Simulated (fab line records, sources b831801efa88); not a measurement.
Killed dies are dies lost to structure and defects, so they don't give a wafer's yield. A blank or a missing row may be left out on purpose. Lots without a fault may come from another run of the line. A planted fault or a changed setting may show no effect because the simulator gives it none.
One fault seen from 2 desks | flow sky130 | each desk has only its own numbers; what lay behind them comes last

THE METROLOGY DESK
What the gauges read, lot by lot, whatever tool the lot ran on: means of the sampled wafers that have a number. A lot is out of limits, marked OUT, if its mean lies more than 4 standard deviations from the usual mean; the brackets give that distance.
Columns: A = GATE_OXIDE_OVL at SKY_GATE_OXIDE_OVL_MEAS_10, usual -0.6 nm; B = cd_nm at SKY_LDD_P_CD_MEAS_07, usual 379.8 nm; C = LDD_HVN_TW at SKY_LDD_HVN_TW_MEAS_10, usual 1433
lot  | first seen here | A    | B     | C
L749 | day 14 21:05    | -0.1 | 379.8 | 1411
L752 | day 15 10:53    | -1.2 | 377.4 | 1453
L753 | day 16 00:14    | -2.1 | 380.7 | 1456
L755 | day 16 15:20    | 0.6  | 383.0 | 1429
L756 | day 16 19:46    | 0.5  | 381.2 | 1453
L757 | day 17 03:23    | 1.9  | 377.3 | 1432
L758 | day 17 20:10    | -1.7 | 376.7 | 1436
L760 | day 18 15:34    | -0.8 | 380.3 | 1418
L761 | day 19 03:54    | -0.2 | 380.9 | 1417
L762 | day 19 11:14    | -0.7 | 382.7 | 1416
L764 | day 19 23:59    | -1.8 | 384.0 | 1525 (+4.8) OUT
L765 | day 20 07:53    | -0.6 | 379.1 | 1526 (+4.9) OUT
This desk's finding: out of limits on L764, L765; first on L764, day 26 19:22 (LDD_HVN_TW at SKY_LDD_HVN_TW_MEAS_10). In limits: L749, L752, L753, L755, L756, L757, L758, L760, L761, L762.

THE TOOL OWNER'S DESK: implanter-03
The tool's own readings at SKY_LDD_HVN_IMPLANT_08: means of the sampled wafers that have a number, for each lot that ran on this tool. A lot is out of limits, marked OUT, if its mean lies more than 4 standard deviations from the usual mean; the brackets give that distance.
Columns: A = beam_energy_keV at SKY_LDD_HVN_IMPLANT_08, usual 60.004
lot  | first seen here | A
L749 | day 21 17:29    | 59.969
L755 | day 23 16:55    | 60.033
L761 | day 26 03:09    | 60.015
L764 | day 26 19:07    | 82.362 (+99 or more) OUT
L765 | day 27 02:37    | 82.358 (+99 or more) OUT
This desk's finding: out of limits on L764, L765; first on L764, day 26 19:07 (beam_energy_keV at SKY_LDD_HVN_IMPLANT_08). In limits: L749, L755, L761.

PUT TOGETHER
The tool owner's desk could have raised an alarm at day 26 19:07, on L764, L765.
The metrology desk could have raised an alarm at day 26 19:22, on L764, L765.
Of the lots named, all ran SKY_LDD_HVN_IMPLANT_08 on implanter-03.

WHAT THE SIMULATOR HAD PUT IN
Process parameter drift: implanter-03, from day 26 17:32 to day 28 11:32, at SKY_LDD_HVN_IMPLANT_08. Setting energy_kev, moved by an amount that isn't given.
Lots struck among those shown: L764, L765.
Hours from the fault's start to each desk's first reading out of limits: the tool owner's desk, 2; the metrology desk, 2.
